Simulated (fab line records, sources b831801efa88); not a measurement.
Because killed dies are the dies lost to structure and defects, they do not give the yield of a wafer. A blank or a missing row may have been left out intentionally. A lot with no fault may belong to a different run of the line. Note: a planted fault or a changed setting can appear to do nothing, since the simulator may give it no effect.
Check of tool commonality || flow sky130 || 14 lots, 42 wafers sampled

## THE REASON FOR OPENING IT
SKY_LDD_P_TW_MEAS_11, reading LDD_P_TW: flagged on 4 of 14 lots. Wafers without a fault read 632, standard deviation 9.9.
Rule: a lot is flagged when every wafer of it that has a number lies more than 4 standard deviations from that mean, or none has a number. The other lots count as sound.

{"lot": "L860", "measured": "day 19 17:54", "on": "filmMetro-04", "LDD_P_TW, wafer by wafer": "647 645 641", "flag": ""}
{"lot": "L861", "measured": "day 19 20:44", "on": "filmMetro-03", "LDD_P_TW, wafer by wafer": "633 632 634", "flag": ""}
{"lot": "L863", "measured": "day 20 16:19", "on": "filmMetro-01", "LDD_P_TW, wafer by wafer": "632 632 632", "flag": ""}
{"lot": "L862", "measured": "day 20 18:44", "on": "filmMetro-04", "LDD_P_TW, wafer by wafer": "649 654 654", "flag": ""}
{"lot": "L864", "measured": "day 21 04:20", "on": "filmMetro-03", "LDD_P_TW, wafer by wafer": "626 631 628", "flag": ""}
{"lot": "L865", "measured": "day 21 05:37", "on": "filmMetro-01", "LDD_P_TW, wafer by wafer": "633 631 627", "flag": ""}
{"lot": "L867", "measured": "day 21 17:00", "on": "filmMetro-03", "LDD_P_TW, wafer by wafer": "628 628 629", "flag": ""}
{"lot": "L866", "measured": "day 21 21:52", "on": "filmMetro-03", "LDD_P_TW, wafer by wafer": "627 628 631", "flag": ""}
{"lot": "L868", "measured": "day 22 05:52", "on": "filmMetro-03", "LDD_P_TW, wafer by wafer": "631 630 628", "flag": ""}
{"lot": "L869", "measured": "day 22 19:42", "on": "filmMetro-01", "LDD_P_TW, wafer by wafer": "622 623 622", "flag": ""}
{"lot": "L871", "measured": "day 23 10:11", "on": "filmMetro-03", "LDD_P_TW, wafer by wafer": "1038 1037 1040", "flag": "FLAGGED"}
{"lot": "L872", "measured": "day 23 15:40", "on": "filmMetro-04", "LDD_P_TW, wafer by wafer": "1073 1075 1075", "flag": "FLAGGED"}
{"lot": "L873", "measured": "day 24 04:14", "on": "filmMetro-04", "LDD_P_TW, wafer by wafer": "1071 1072 1072", "flag": "FLAGGED"}
{"lot": "L874", "measured": "day 24 08:06", "on": "filmMetro-01", "LDD_P_TW, wafer by wafer": "1042 1037 1043", "flag": "FLAGGED"}
Average over the flagged lots: 1056; offset from the usual +424, equal to +43 standard deviations.

## LOT BY LOT: THE TOOL USED
2 process steps preceding the reading are held in the record, out of 708 steps in the route. Each cell gives the tool, then ch followed by the chambers the sampled wafers passed through, then the start.
{"lot": "L860", "flag": "", "SKY_SONOS_ONO_STRIP_17": "plasmaAsher-03 ch 0,1, day 13 08:14", "SKY_LDD_P_IMPLANT_09": "implanter-01 ch 0, day 19 17:39"}
{"lot": "L861", "flag": "", "SKY_SONOS_ONO_STRIP_17": "plasmaAsher-01 ch 0,1, day 13 08:25", "SKY_LDD_P_IMPLANT_09": "implanter-02 ch 0, day 19 20:29"}
{"lot": "L863", "flag": "", "SKY_SONOS_ONO_STRIP_17": "plasmaAsher-04 ch 0, day 14 02:20", "SKY_LDD_P_IMPLANT_09": "implanter-04 ch 0, day 20 16:04"}
{"lot": "L862", "flag": "", "SKY_SONOS_ONO_STRIP_17": "plasmaAsher-03 ch 0,1, day 14 02:04", "SKY_LDD_P_IMPLANT_09": "implanter-04 ch 0, day 20 18:30"}
{"lot": "L864", "flag": "", "SKY_SONOS_ONO_STRIP_17": "plasmaAsher-03 ch 0,1, day 14 07:44", "SKY_LDD_P_IMPLANT_09": "implanter-02 ch 0, day 21 04:05"}
{"lot": "L865", "flag": "", "SKY_SONOS_ONO_STRIP_17": "plasmaAsher-04 ch 0,1, day 14 08:59", "SKY_LDD_P_IMPLANT_09": "implanter-02 ch 0, day 21 05:22"}
{"lot": "L867", "flag": "", "SKY_SONOS_ONO_STRIP_17": "plasmaAsher-04 ch 0,1, day 14 22:04", "SKY_LDD_P_IMPLANT_09": "implanter-04 ch 0, day 21 16:45"}
{"lot": "L866", "flag": "", "SKY_SONOS_ONO_STRIP_17": "plasmaAsher-03 ch 0,1, day 15 04:31", "SKY_LDD_P_IMPLANT_09": "implanter-04 ch 0, day 21 21:37"}
{"lot": "L868", "flag": "", "SKY_SONOS_ONO_STRIP_17": "plasmaAsher-03 ch 0,1, day 15 09:43", "SKY_LDD_P_IMPLANT_09": "implanter-02 ch 0, day 22 05:37"}
{"lot": "L869", "flag": "", "SKY_SONOS_ONO_STRIP_17": "plasmaAsher-01 ch 0,1, day 16 00:08", "SKY_LDD_P_IMPLANT_09": "implanter-04 ch 0, day 22 19:27"}
{"lot": "L871", "flag": "FLAGGED", "SKY_SONOS_ONO_STRIP_17": "plasmaAsher-04 ch 0, day 16 15:48", "SKY_LDD_P_IMPLANT_09": "implanter-01 ch 0, day 23 09:56"}
{"lot": "L872", "flag": "FLAGGED", "SKY_SONOS_ONO_STRIP_17": "plasmaAsher-03 ch 0,1, day 16 23:31", "SKY_LDD_P_IMPLANT_09": "implanter-02 ch 0, day 23 15:25"}
{"lot": "L873", "flag": "FLAGGED", "SKY_SONOS_ONO_STRIP_17": "plasmaAsher-03 ch 0,1, day 17 04:45", "SKY_LDD_P_IMPLANT_09": "implanter-04 ch 0, day 24 04:01"}
{"lot": "L874", "flag": "FLAGGED", "SKY_SONOS_ONO_STRIP_17": "plasmaAsher-04 ch 0,1, day 17 10:40", "SKY_LDD_P_IMPLANT_09": "implanter-02 ch 0, day 24 07:51"}
What these steps do:
- SKY_SONOS_ONO_STRIP_17: strips in O2/N2.
- SKY_LDD_P_IMPLANT_09
- SKY_LDD_P_TW_MEAS_11

## FLAGGED AGAINST TOTAL, ONE TOOL AT A TIME (gauges that did the reading follow at the end)
{"step": "SKY_SONOS_ONO_STRIP_17", "tool": "plasmaAsher-01", "lots run": 2, "flagged": 0, "share of the flagged lots": "none", "sound lots run after its first flagged lot": "-"}
{"step": "SKY_SONOS_ONO_STRIP_17", "tool": "plasmaAsher-03", "lots run": 7, "flagged": 2, "share of the flagged lots": "some", "sound lots run after its first flagged lot": 0}
{"step": "SKY_SONOS_ONO_STRIP_17", "tool": "plasmaAsher-04", "lots run": 5, "flagged": 2, "share of the flagged lots": "some", "sound lots run after its first flagged lot": 0}
{"step": "SKY_LDD_P_IMPLANT_09", "tool": "implanter-01", "lots run": 2, "flagged": 1, "share of the flagged lots": "some", "sound lots run after its first flagged lot": 0}
{"step": "SKY_LDD_P_IMPLANT_09", "tool": "implanter-02", "lots run": 6, "flagged": 2, "share of the flagged lots": "some", "sound lots run after its first flagged lot": 0}
{"step": "SKY_LDD_P_IMPLANT_09", "tool": "implanter-04", "lots run": 6, "flagged": 1, "share of the flagged lots": "some", "sound lots run after its first flagged lot": 0}
{"step": "SKY_LDD_P_TW_MEAS_11", "tool": "filmMetro-01", "lots run": 4, "flagged": 1, "share of the flagged lots": "some", "sound lots run after its first flagged lot": 0}
{"step": "SKY_LDD_P_TW_MEAS_11", "tool": "filmMetro-03", "lots run": 6, "flagged": 1, "share of the flagged lots": "some", "sound lots run after its first flagged lot": 0}
{"step": "SKY_LDD_P_TW_MEAS_11", "tool": "filmMetro-04", "lots run": 4, "flagged": 2, "share of the flagged lots": "some", "sound lots run after its first flagged lot": 0}

## WHAT THE TABLE PERMITS
No row of the table ran every flagged lot.

## WHAT THE SIMULATOR PUT IN
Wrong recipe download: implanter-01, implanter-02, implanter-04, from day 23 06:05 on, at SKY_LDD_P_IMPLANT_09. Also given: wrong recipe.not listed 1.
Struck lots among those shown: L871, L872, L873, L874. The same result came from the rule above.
